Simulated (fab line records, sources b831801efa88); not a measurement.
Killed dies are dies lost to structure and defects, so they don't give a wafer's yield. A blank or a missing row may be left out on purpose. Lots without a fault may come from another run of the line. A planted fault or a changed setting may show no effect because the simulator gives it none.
Which tool did it? | flow sky130 | 11 lots, 33 wafers sampled, at 3 steps of a route of 708

WHAT THE GAUGES READ, wafer by wafer
SKY_NWELL_OVL_MEAS_23. Usual: NWELL_01_OVL 0.4 nm, standard deviation 1.2.
lot  | measured     | on         | NWELL_01_OVL (nm) | flag
L110 | day 6 02:48  | overlay-02 | -2.9 -1.1 -2.4    |
L112 | day 6 23:12  | overlay-02 | 0.7 1.3 1.7       |
L111 | day 6 23:53  | overlay-01 | 1.7 1.1 0.8       |
L113 | day 7 02:02  | overlay-02 | 1.1 1.1 1.6       |
L115 | day 7 08:28  | overlay-02 | -1.4 -1.3 -0.9    |
L116 | day 7 15:55  | overlay-01 | -0.4 0.4 1.2      |
L117 | day 7 20:25  | overlay-01 | 0.7 -0.5 0.0      |
L119 | day 8 10:31  | overlay-01 | 2.2 1.1 1.6       |
L128 | day 10 13:55 | overlay-02 | 1.6 1.2 1.1       |
L129 | day 10 22:27 | overlay-02 | 0.4 0.6 0.3       |
L130 | day 11 05:53 | overlay-01 | 0.3 0.4 -0.1      |

SKY_SPACER_THK_MEAS_01. Usual: SPACER_CVD_00_THK 43.1 nm, standard deviation 0.42.
lot  | measured     | on            | SPACER_CVD_00_THK (nm) | flag
L110 | day 24 01:46 | film_metro-02 | 42.9 42.8 43.4         |
L112 | day 25 12:46 | film_metro-04 | 43.2 43.1 42.8         |
L111 | day 25 11:32 | film_metro-02 | 43.6 43.5 43.0         |
L113 | day 25 15:36 | film_metro-02 | 43.1 43.1 43.2         |
L115 | day 25 22:58 | film_metro-02 | 43.0 43.1 43.0         |
L116 | day 26 09:31 | film_metro-03 | 42.7 43.0 42.9         |
L117 | day 26 17:38 | film_metro-04 | 42.6 42.2 42.6         |
L119 | day 27 09:53 | film_metro-04 | 40.0 40.1 39.9         | OFF
L128 | day 30 06:06 | film_metro-04 | 43.3 43.1 43.2         |
L129 | day 30 10:29 | film_metro-04 | 43.4 43.3 43.6         |
L130 | day 30 20:34 | film_metro-02 | 43.6 43.2 43.4         |

WHICH TOOL RAN EACH LOT (tool, then ch and the chambers of the sampled wafers, then the start)
lot  | SKY_SPACER_CVD_00
L110 | lpcvd-02 ch 0, day 24 00:34
L112 | lpcvd-02 ch 1, day 25 11:32
L111 | lpcvd-02 ch 1, day 25 10:20
L113 | lpcvd-02 ch 0, day 25 13:47
L115 | lpcvd-02 ch 0, day 25 21:45
L116 | lpcvd-02 ch 0, day 26 08:19
L117 | lpcvd-02 ch 1, day 26 16:26
L119 | lpcvd-02 ch 0, day 27 08:40
L128 | lpcvd-02 ch 1, day 30 04:53
L129 | lpcvd-02 ch 0, day 30 09:17
L130 | lpcvd-02 ch 1, day 30 19:22
- SKY_SPACER_CVD_00: deposits Si3N4 from DCS/NH3, target thk 43.1 nm, time 740 s.

WHAT THE TOOLS THEMSELVES READ (means of the sampled wafers that have a number; where no wafer has one, the mark that the record gives instead)
SKY_SPACER_CVD_00. Usual: pressure_mtorr 250.0 mTorr, standard deviation 0.47; spike_tc_centre_C 770.5 C, standard deviation 2.5; zone_power_top_pct 28.4 %, standard deviation 1.4.
lot  | tool     | pressure_mtorr (mTorr) | spike_tc_centre_C (C) | zone_power_top_pct (%) | flag
L110 | lpcvd-02 | 250.2                  | 772.3                 | 27.1                   |
L112 | lpcvd-02 | 249.3                  | 767.9                 | 29.7                   |
L111 | lpcvd-02 | 250.3                  | 767.2                 | 29.8                   |
L113 | lpcvd-02 | 250.5                  | 773.3                 | 27.0                   |
L115 | lpcvd-02 | 250.3                  | 772.2                 | 27.0                   |
L116 | lpcvd-02 | 249.6                  | 772.7                 | 26.9                   |
L117 | lpcvd-02 | 249.9                  | 768.2                 | 30.0                   |
L119 | lpcvd-02 | 200.3                  | 771.6                 | 27.0                   | OFF
L128 | lpcvd-02 | 249.7                  | 767.7                 | 29.8                   |
L129 | lpcvd-02 | 250.7                  | 772.7                 | 27.0                   |
L130 | lpcvd-02 | 249.9                  | 768.5                 | 29.4                   |

THE ANSWER, worked out from the rows above alone
Rule: a lot is off if the mean of its wafers that have a number lies more than 3 standard deviations from the usual mean. A lot without any number at a reading at which 4 lots or more have one is off too. The other lots that the step has rows for count as sound. The gauges are gone through in route order, then the tools' own readings, and for those a lot's mean is taken as printed above. The first step at which some lot is off is used, and at that step the reading that is off furthest; a lot without a number counts as furthest.
Off: L119, at SKY_SPACER_THK_MEAS_01 (SPACER_CVD_00_THK).
A tool fits if, at a process step before that reading, it ran every lot that is off, and no sound lot after the first of them. The gauges at SKY_SPACER_THK_MEAS_01 aren't tried: what is off there is off at SKY_SPACER_CVD_00 too, on other tools, and a gauge's error can't cause that. None of those tried fits.

WHAT THE SIMULATOR HAD PUT IN
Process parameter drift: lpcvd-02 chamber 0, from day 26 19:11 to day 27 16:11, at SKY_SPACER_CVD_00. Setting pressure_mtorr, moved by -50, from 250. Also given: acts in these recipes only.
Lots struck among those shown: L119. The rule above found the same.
